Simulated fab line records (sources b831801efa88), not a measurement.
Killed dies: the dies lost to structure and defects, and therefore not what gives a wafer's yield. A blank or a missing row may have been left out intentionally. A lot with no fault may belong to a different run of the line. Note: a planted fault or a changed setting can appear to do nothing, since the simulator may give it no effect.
The tool behind it: which one? | flow gf180mcu | 42 wafers from 14 lots sampled at 4 of the route's 602 steps

## WHAT THE GAUGES SHOWED, per wafer
GF_STI_BOW_MEAS_00. Usual: INCOMING_BOW gives -1 um (standard deviation 6.3).
lot  | measured    | on            | INCOMING_BOW (um) | flag
L733 | day 1 15:00 | film metro-02 | -1 -7 -4          |
L735 | day 2 01:00 | film metro-03 | -8 -10 -1         |
L736 | day 2 06:02 | film metro-02 | -2 -4 2           |
L737 | day 2 11:00 | film metro-01 | -1 2 0            |
L739 | day 2 21:02 | film metro-02 | 7 4 -4            |
L740 | day 3 02:02 | film metro-02 | 0 1 6             |
L741 | day 3 07:01 | film metro-02 | 8 -8 1            |
L743 | day 3 17:00 | film metro-02 | -21 2 1           |
L744 | day 3 22:00 | film metro-02 | 5 -6 4            |
L746 | day 4 08:02 | film metro-02 | -9 -1 2           |
L747 | day 4 13:02 | film metro-01 | 4 1 2             |
L751 | day 5 09:01 | film metro-03 | 9 8 -16           |
L752 | day 5 14:00 | film metro-01 | -1 0 -7           |
L754 | day 6 00:00 | film metro-01 | -11 -3 0          |

GF_MVPSD_OVL_MEAS_07. Usual: MVPSD_OVL gives -0.4 nm (standard deviation 1.4).
lot  | measured     | on         | MVPSD_OVL (nm)                      | flag
L733 | day 5 04:38  | overlay-02 | -1.5 -0.3 0.5                       |
L735 | day 5 17:32  | overlay-01 | 0.8 1.1 2.2                         |
L736 | day 5 21:54  | overlay-01 | 1.4 1.7 2.3                         |
L737 | day 6 06:38  | overlay-02 | -1.0 -0.6 0.8                       |
L739 | day 6 15:47  | overlay-02 | -1.3 -1.9 -2.5                      |
L740 | day 6 22:32  | overlay-01 | -0.1 -1.4 -0.6                      |
L741 | day 7 09:05  | overlay-02 | -1.0 -2.0 -0.7                      |
L743 | day 7 19:14  | overlay-02 | -0.2 1.3 1.1                        |
L744 | day 8 00:20  | overlay-01 | -0.1 0.9 -1.3                       |
L746 | day 8 11:36  | overlay-02 | 1.0 -0.2 0.4                        |
L747 | day 8 20:26  | overlay-02 | -0.2 -2.6 -1.0                      |
L751 | day 9 19:14  | overlay-02 | 0.8 -1.2 -1.8                       |
L752 | day 9 22:34  | overlay-01 | -66.5 -66.9 -69.1 -67.9 -68.0 -70.0 | OFF
L754 | day 10 11:23 | overlay-02 | -68.5 -66.7 -67.4 -69.9 -67.8 -68.4 | OFF

GF_MVPSD_TW_MEAS_11. Usual: MVPSD_TW gives 555 (standard deviation 3.7).
lot  | measured    | on            | MVPSD_TW    | flag
L733 | day 5 05:04 | film metro-03 | 553 552 553 |
L735 | day 5 17:58 | film metro-04 | 552 553 554 |
L736 | day 5 22:20 | film metro-01 | 558 561 558 |
L737 | day 6 07:04 | film metro-03 | 555 556 554 |
L739 | day 6 16:14 | film metro-04 | 547 548 551 |
L740 | day 6 22:59 | film metro-01 | 559 557 558 |
L741 | day 7 09:31 | film metro-03 | 555 559 558 |
L743 | day 7 19:40 | film metro-01 | 561 562 561 |
L744 | day 8 00:46 | film metro-01 | 563 557 559 |
L746 | day 8 12:02 | film metro-04 | 549 550 553 |
L747 | day 8 20:53 | film metro-01 | 558 557 560 |
L751 | day 9 19:40 | film metro-01 | 556 554 556 |

## WHAT TOOL EACH LOT RAN ON (gives the tool, then ch and the chambers of the sampled wafers, and finally the start)
lot  | GF_MVPSD_EXPOSE_04
L733 | iline stepper-01 ch 0, day 4 22:28
L735 | iline stepper-02 ch 0, day 5 10:37
L736 | iline stepper-02 ch 0, day 5 15:03
L737 | iline stepper-02 ch 0, day 5 23:29
L739 | iline stepper-01 ch 0, day 6 08:09
L740 | iline stepper-01 ch 0, day 6 14:55
L741 | iline stepper-02 ch 0, day 7 01:13
L743 | iline stepper-01 ch 0, day 7 11:44
L744 | iline stepper-02 ch 0, day 7 16:33
L746 | iline stepper-02 ch 0, day 8 03:13
L747 | iline stepper-01 ch 0, day 8 12:37
L751 | iline stepper-02 ch 0, day 9 10:43
L752 | iline stepper-02 ch 0, day 9 14:05
L754 | iline stepper-02 ch 0, day 10 03:11
- GF_MVPSD_EXPOSE_04: exposes mask MVPSD, target cd 1000 nm.

## WHAT THE TOOLS THEMSELVES READ (means of the sampled wafers that have a number; where no wafer has one, the mark that the record gives instead)
The record holds no such reading with a usual standard deviation.

## THE ANSWER, worked out from the rows above alone
Rule: take the mean of a lot's wafers that have a number; if it is more than 3 standard deviations from the usual mean, the lot is off. Also off: a lot with no number at a reading for which 4 or more lots have one. The other lots that the step has rows for count as sound. The gauges are gone through in route order, then the tools' own readings, and for those a lot's mean is taken as printed above. At the first step where some lot is off, the reading lying furthest off is the one used; lots without a number count as furthest.
Off: L752, L754, at GF_MVPSD_OVL_MEAS_07 (MVPSD_OVL).
If a tool, at a process step before that reading, ran all the lots that are off and no sound lot after the first of them, it fits. Gauges at GF_MVPSD_OVL_MEAS_07: tried the same way as those tools. One fits: iline stepper-02 at GF_MVPSD_EXPOSE_04. A fault onset in the window from L751 (day 9 10:43, its last sound lot) to L752 (day 9 14:05, its first lot off) fits.

## WHAT HAD BEEN PUT IN BY THE SIMULATOR
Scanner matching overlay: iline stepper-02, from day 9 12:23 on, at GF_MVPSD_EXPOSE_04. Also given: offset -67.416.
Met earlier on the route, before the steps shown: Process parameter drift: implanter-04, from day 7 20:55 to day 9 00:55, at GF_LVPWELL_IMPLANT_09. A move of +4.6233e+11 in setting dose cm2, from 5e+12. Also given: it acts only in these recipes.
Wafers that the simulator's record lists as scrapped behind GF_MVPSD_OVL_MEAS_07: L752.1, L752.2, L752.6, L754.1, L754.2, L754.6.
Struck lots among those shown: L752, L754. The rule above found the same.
